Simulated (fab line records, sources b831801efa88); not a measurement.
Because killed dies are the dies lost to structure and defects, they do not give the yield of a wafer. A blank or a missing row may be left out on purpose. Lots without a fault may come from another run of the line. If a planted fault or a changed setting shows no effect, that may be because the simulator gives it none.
Problem report, 8D (eight disciplines) form, completed by code	flow sfq-line	the parts of the form that need people (team, actions taken, sign-off) are left out

## 1. WHAT WENT WRONG
cathode-dc-power-W at SFQ_TRILAYER_JJ_TRILAYER_DEP_SPUTTER_109 reads a mean of 2338.2 W on 3 wafers of 2 lots; wafers without a fault read 2000.0 W with a standard deviation of 0.37. That is +99 or more standard deviations from the usual mean.
The step: material Nb, target thk 150 nm, time 100 s.
The first sign was on wafer L784.1 at day 63 23:51, on pvd-sputter-04. Wafers with a number at this step in the record: 18, from 6 lots. The rule behind "out" and "out of limits": a value lying over 4 standard deviations away from the usual mean. The other wafers with a number count as sound.

## 2. WHAT IT IS, AND WHAT IT ISN'T
question	is	is not
which readings at this step	cathode-dc-power-W	chamber-pressure-pa, throttle-valve-pct
which lots	L784, L787	L774, L782, L794, L795
which wafers of those lots	L784.1, L787.2, L787.6	L784.2, L784.4, L787.1
read on which tools	pvd-sputter-04	pvd-sputter-03, pvd-sputter-06
when	from day 63 23:51	up to then (8 sound wafers); but 7 sound wafers of L787, L794, L795 came after

## 3. WHAT RULES OUT EACH SUSPECT
Counting: any tool at a process step up to the reading remains a suspect provided it ran every lot that is out. Sound lots after the first of them don't rule it out here, since some wafers of a struck lot are sound.
- rie-diel-01 at SFQ_TRILAYER_I4_VIA_BARC_OPEN_VIA_ETCH_146 (etches BARC in O2, target depth 125 nm, time 41.7 s): kept. It processed each lot that is out (first: L784, day 63 22:54); up to then, its last sound lot is L782 (day 63 03:42).
- pvd-sputter-04 at SFQ_TRILAYER_JJ_TRILAYER_DEP_SPUTTER_109 (material Nb, target thk 150 nm, time 100 s): kept. It processed each lot that is out (first: L784, day 63 23:51); up to then, its last sound lot is L782 (day 63 04:39). Its own readings are out on those wafers: cathode-dc-power-W.
Remaining after the count are rie-diel-01 at SFQ_TRILAYER_I4_VIA_BARC_OPEN_VIA_ETCH_146 and pvd-sputter-04 at SFQ_TRILAYER_JJ_TRILAYER_DEP_SPUTTER_109.

## 4. THE CAUSE (what the simulator had put in)
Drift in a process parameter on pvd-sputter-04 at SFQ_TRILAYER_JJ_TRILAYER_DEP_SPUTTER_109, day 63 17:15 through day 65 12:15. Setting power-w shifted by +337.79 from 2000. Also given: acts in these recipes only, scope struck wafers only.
Of the 2 suspects that counting leaves, this tool is one.

## 5. THE CHAIN OF EFFECTS, in route order
Each row: a reading whose mean over the struck wafers that have a number lies more than 3 standard deviations from the usual. Readings are gone through only where the record gives a usual standard deviation; hours: the median, over the lots, of the time from a lot's start at the first step in this table giving one to that lot's start at this step; sigmas: the change measured in usual standard deviations.
hours	step	reading	usual	on struck wafers	change	sigmas
0	SFQ_TRILAYER_JJ_TRILAYER_DEP_SPUTTER_109	cathode-dc-power-W	2000.0 W	2338.2	+338.2	+99 or more
185	SFQ_TRILAYER_M5_ETCH_METAL_ETCH_126	oes-product-au	0.730 a.u.	0.790	+0.060	+11
The process steps in it:
- SFQ_TRILAYER_JJ_TRILAYER_DEP_SPUTTER_109: material Nb, target thk 150 nm, time 100 s.
- SFQ_TRILAYER_M5_ETCH_METAL_ETCH_126: etches Nb in Cl2/BCl3, stops on SiO2, time 203.2 s, target depth 265 nm.
Later steps that measure or inspect, where all struck wafers having a row at the step show a number for every such reading and not one has moved that far: SFQ_JJ_RS_MEAS_929, SFQ_JJ_OVL_MEAS_931, SFQ_M5_OVL_MEAS_932, SFQ_M8_BOW_MEAS_951.

## 6. WHAT WOULD HAVE CAUGHT IT SOONER
7 hours passed between the start of the fault at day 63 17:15 and the first reading out of limits in this record, taken at day 63 23:51.
